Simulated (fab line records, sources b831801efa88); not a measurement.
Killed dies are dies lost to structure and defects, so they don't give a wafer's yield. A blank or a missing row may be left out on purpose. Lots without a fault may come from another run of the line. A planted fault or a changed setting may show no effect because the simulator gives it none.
A struck lot beside a sound one | flow sfq_line | 42 steps out of a route of 325
Sound: wafers L427.2, L427.5, L427.6. Struck: wafers L438.2, L438.3, L438.6. The cause comes at the end.
At each step with rows: each side's tool, then ch and its chambers, then its first start. Under that, the readings that differ: sound wafers | struck wafers | difference of the means | sigmas: that difference in standard deviations of wafers without a fault.
alike: readings whose means differ by less than 2 such deviations, and words and numbers that are the same on both sides. not compared: withheld readings, readings that some wafer has no value for, bounds like >300 that may hide the same value, and numbers for which the record gives no deviation and whose values overlap.
The two part at a step that has a row with sigmas, a row that says differs or no value, or rows on one side only. Numbers that don't overlap but have no deviation are shown without sigmas and don't part them. A reading that every wafer of one side lacks parts them only if that side has two wafers or more.

first, 6 steps without rows for these wafers: SFQ_TRILAYER_L0_VIA_LITHO_COAT_018 (resist thk 62 nm); SFQ_TRILAYER_L0_VIA_LITHO_COAT_013 (resist thk 650 nm); SFQ_TRILAYER_L0_VIA_LITHO_SOFTBAKE_017; SFQ_TRILAYER_L0_VIA_LITHO_EXPOSE_014 (exposes mask L0V, target cd 700 nm); SFQ_TRILAYER_L0_VIA_LITHO_PEB_016 (peb time 60 s); SFQ_TRILAYER_L0_VIA_LITHO_DEVELOP_015 (time 60 s).
SFQ_L0V_OVL_MEAS_903:
  sound on overlay-02, day 9 03:44; struck on overlay-02, day 12 04:49
  alike: L0V_OVL
then, 1 step without rows for these wafers: SFQ_TRILAYER_L0_VIA_BARC_OPEN_VIA_ETCH_021 (etches BARC in O2, target depth 125 nm, time 41.7 s).
SFQ_TRILAYER_L0_VIA_ETCH_VIA_ETCH_016: etches SiO2 in CHF3, stops on MoNx KI, target depth 80 nm.
  sound on rie_diel-04 ch 0,1,3, day 9 03:48; struck on rie_diel-04 ch 0,2, day 12 04:53
  alike: chamber_pressure_mTorr, drypump_motor_current_A, oes_product_au, rf_fwd_power_W
SFQ_TRILAYER_L0_VIA_STRIP_STRIP_017: strips in O2.
  sound on rie_metal-01 ch 0,1, day 9 03:51; struck on rie_metal-01 ch 0, day 12 05:08
  alike: chamber_pressure_mTorr, drypump_motor_current_A, oes_product_au
  not compared: rf_hours_counter_h
then, 2 steps without rows for these wafers: SFQ_TRILAYER_L0_VIA_STRIP_SOLV_CLEAN_018 (cleans in NMP, time 600 s); SFQ_TRILAYER_M0_DEP_PRE_CLEAN_020 (time 15 s).
SFQ_TRILAYER_M0_DEP_SPUTTER_019: material Nb, target thk 200 nm, time 133.3 s.
  sound on pvd_sputter-03, day 9 04:39; struck on pvd_sputter-03, day 12 06:20
  reading                                             | sound             | struck            | difference | sigmas
  model.Nb_of_TRILAYER_M0_DEP_SPUTTER_019.thk_nm (nm) | 201.4 204.3 203.4 | 229.6 231.7 229.2 | +27.1      |
  alike: base_pressure_pa, chamber_pressure_pa, throttle_valve_pct
SFQ_M0_RS_MEAS_904: measures by four-point-probe.
  sound on film_metro-04, day 9 04:46; struck on film_metro-04, day 12 06:27
  reading           | sound             | struck            | difference | sigmas
  M0_NB_RS (ohm/sq) | 0.885 0.874 0.875 | 0.775 0.766 0.775 | -0.106     | -12
then, 6 steps without rows for these wafers: SFQ_TRILAYER_M0_LITHO_COAT_026 (resist thk 62 nm); SFQ_TRILAYER_M0_LITHO_COAT_021 (resist thk 600 nm); SFQ_TRILAYER_M0_LITHO_SOFTBAKE_025; SFQ_TRILAYER_M0_LITHO_EXPOSE_022 (exposes mask M0, target cd 500 nm); SFQ_TRILAYER_M0_LITHO_PEB_024 (peb time 60 s); SFQ_TRILAYER_M0_LITHO_DEVELOP_023 (time 60 s).
-- the record jumps here: 5 days lie between the struck wafers' starts before and after --
SFQ_M0_OVL_MEAS_906:
  sound on overlay-02, day 13 09:51; struck on overlay-01, day 17 12:30
  alike: M0_OVL
then, 1 step without rows for these wafers: SFQ_TRILAYER_M0_BARC_OPEN_METAL_ETCH_031 (etches BARC in O2, target depth 125 nm, time 41.7 s).
SFQ_TRILAYER_M0_ETCH_METAL_ETCH_024: etches Nb in Cl2/Ar, stops on SiO2, target depth 240 nm, time 120 s.
  sound on rie_metal-02 ch 0,1, day 13 09:56; struck on rie_metal-03 ch 1, day 17 12:35
  reading               | sound             | struck            | difference | sigmas
  oes_product_au (a.u.) | 0.900 0.914 0.904 | 0.966 0.969 0.963 | +0.060     | +9
  rf_fwd_power_W (W)    | 592.6 595.1 592.0 | 597.8 597.5 596.7 | +4.1       | +2
  alike: chamber_pressure_mTorr, drypump_motor_current_A
  not compared: rf_hours_counter_h
SFQ_TRILAYER_M0_STRIP_STRIP_025: strips in O2.
  sound on rie_metal-02 ch 0,1, day 13 10:04; struck on rie_metal-03 ch 1, day 17 12:43
  alike: chamber_pressure_mTorr, drypump_motor_current_A, oes_product_au
  not compared: rf_hours_counter_h
then, 2 steps without rows for these wafers: SFQ_TRILAYER_M0_STRIP_SOLV_CLEAN_026 (cleans in NMP, time 600 s); SFQ_TRILAYER_I0_DEP_PECVD_027 (deposits SiO2 from SiH4/N2O, time 111.11 s, target thk 500 nm).
SFQ_TRILAYER_I0_CMP_CMP_028: polishes SiO2.
  sound on cmp-02 ch 0,3, day 13 14:36; struck on cmp-01 ch 2,3, day 17 15:24
  alike: motor_current_A, platen_rpm, slurry_filter_dp_kPa, time_to_endpoint_s
SFQ_I0_BOW_MEAS_907:
  sound on film_metro-03, day 13 17:37; struck on film_metro-02, day 17 18:25
  alike: I0_BOW
SFQ_TRILAYER_I0_METRO_MEASURE_029:
  sound on film_metro-03, day 13 17:55; struck on film_metro-02, day 17 18:43
  alike: thk_nm
then, 6 steps without rows for these wafers: SFQ_TRILAYER_I0_VIA_LITHO_COAT_036 (resist thk 62 nm); SFQ_TRILAYER_I0_VIA_LITHO_COAT_031 (resist thk 650 nm); SFQ_TRILAYER_I0_VIA_LITHO_SOFTBAKE_035; SFQ_TRILAYER_I0_VIA_LITHO_EXPOSE_032 (exposes mask I0, target cd 500 nm); SFQ_TRILAYER_I0_VIA_LITHO_PEB_034 (peb time 60 s); SFQ_TRILAYER_I0_VIA_LITHO_DEVELOP_033 (time 60 s).
-- the record jumps here: 6 days lie between the struck wafers' starts before and after --
SFQ_I0_OVL_MEAS_908:
  sound on overlay-01, day 19 11:26; struck on overlay-02, day 23 17:32
  alike: I0_OVL
then, 5 steps without rows for these wafers: SFQ_TRILAYER_I0_VIA_BARC_OPEN_VIA_ETCH_046 (etches BARC in O2, target depth 125 nm, time 41.7 s); SFQ_TRILAYER_I0_VIA_ETCH_VIA_ETCH_034 (etches SiO2 in CHF3, stops on Nb, target depth 260 nm); SFQ_TRILAYER_I0_VIA_STRIP_STRIP_035 (strips in O2); SFQ_TRILAYER_I0_VIA_STRIP_SOLV_CLEAN_036 (cleans in NMP, time 600 s); SFQ_TRILAYER_M1_DEP_PRE_CLEAN_038 (time 22.5 s).
-- the record jumps here: 67 days lie between the struck wafers' starts before and after --
SFQ_M8_BOW_MEAS_951:
  sound on film_metro-02, day 87 16:22; struck on film_metro-04, day 90 16:45
  reading                 | sound                | struck               | difference | sigmas
  model.etest.m0.ohm_um   | 1.763 1.75 1.756     | 1.549 1.535 1.556    | -0.210     |
  model.etest.m0.ohm_sq   | 0.8843 0.8719 0.8757 | 0.7757 0.7686 0.7772 | -0.1035    |
  model.etest.i0.link_ohm | 1.968 1.966 1.964    | 1.852 1.831 1.839    | -0.125     |
  alike: M8_BOW

WHERE THEY PART
First at SFQ_M0_RS_MEAS_904; last, within this record, at SFQ_TRILAYER_M0_ETCH_METAL_ETCH_024. Later steps at which nothing parts them and some readings are alike: SFQ_TRILAYER_M0_STRIP_STRIP_025, SFQ_TRILAYER_I0_CMP_CMP_028, SFQ_I0_BOW_MEAS_907, SFQ_TRILAYER_I0_METRO_MEASURE_029, SFQ_I0_OVL_MEAS_908, SFQ_M8_BOW_MEAS_951.

WHY: what the simulator had put in
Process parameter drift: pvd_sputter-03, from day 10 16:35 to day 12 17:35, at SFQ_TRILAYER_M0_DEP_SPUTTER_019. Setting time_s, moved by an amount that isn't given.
